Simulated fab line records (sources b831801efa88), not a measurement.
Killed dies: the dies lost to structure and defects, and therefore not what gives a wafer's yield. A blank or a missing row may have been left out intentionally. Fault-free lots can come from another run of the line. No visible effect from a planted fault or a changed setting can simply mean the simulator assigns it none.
Chamber matching ; flow sky130 ; pecvd-03 running SKY_CAPM_CVD_00: 3 sister chambers
The step deposits SiO2, target thk 15.5 nm. 16 wafers are shown with their chamber, then 8 later ones without.

WAFERS WITH THEIR CHAMBER
wafer;chamber;heaterPowerW (W)
L211.1;2;764
L211.4;2;774
L211.6;2;780
L213.4;2;745
L213.5;1;655
L213.6;0;541
L214.1;0;635
L214.2;1;741
L214.4;1;723
L215.4;2;767
L215.5;0;670
L215.6;1;731
L223.1;2;696
L223.2;1;774
L223.5;1;769
L226.2;2;700

SIGNATURES, as means of the wafers listed above
reading;chamber 0;chamber 1;chamber 2;scatter within a chamber
heaterPowerW;615.33;732.17;746.57;44.2
Rule: for each reading, subtract the chamber's mean from the wafer's reading, divide by that reading's scatter and square the result; add these up over the readings and take the root, which gives the wafer's distance from the chamber. The wafer belongs to the nearest chamber; if the next one is less than 2 further off, it can't be placed. The scatter is the square root of a quotient: the sum, over the shown wafers, of each reading's squared deviation from its chamber's mean, divided by wafers minus chambers.

WAFERS WITHOUT THEIR CHAMBER
wafer;heaterPowerW (W)
L226.3;752
L226.6;637
L230.1;669
L230.3;714
L230.6;709
L234.4;638
L234.5;640
L234.6;672

WHICH CHAMBER EACH WENT THROUGH
wafer;from the rows above;in truth
L226.3;can't be placed: 2 or 1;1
L226.6;can't be placed: 0 or 1 or 2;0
L230.1;can't be placed: 0 or 1 or 2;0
L230.3;can't be placed: 1 or 2 or 0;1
L230.6;can't be placed: 1 or 2 or 0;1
L234.4;can't be placed: 0 or 1 or 2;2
L234.5;can't be placed: 0 or 1 or 2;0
L234.6;can't be placed: 0 or 1 or 2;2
Correctly placed: 0 of 8. From these rows, 8 cannot be placed; in 8 the true chamber is one of the candidates. 0 placed wrongly.
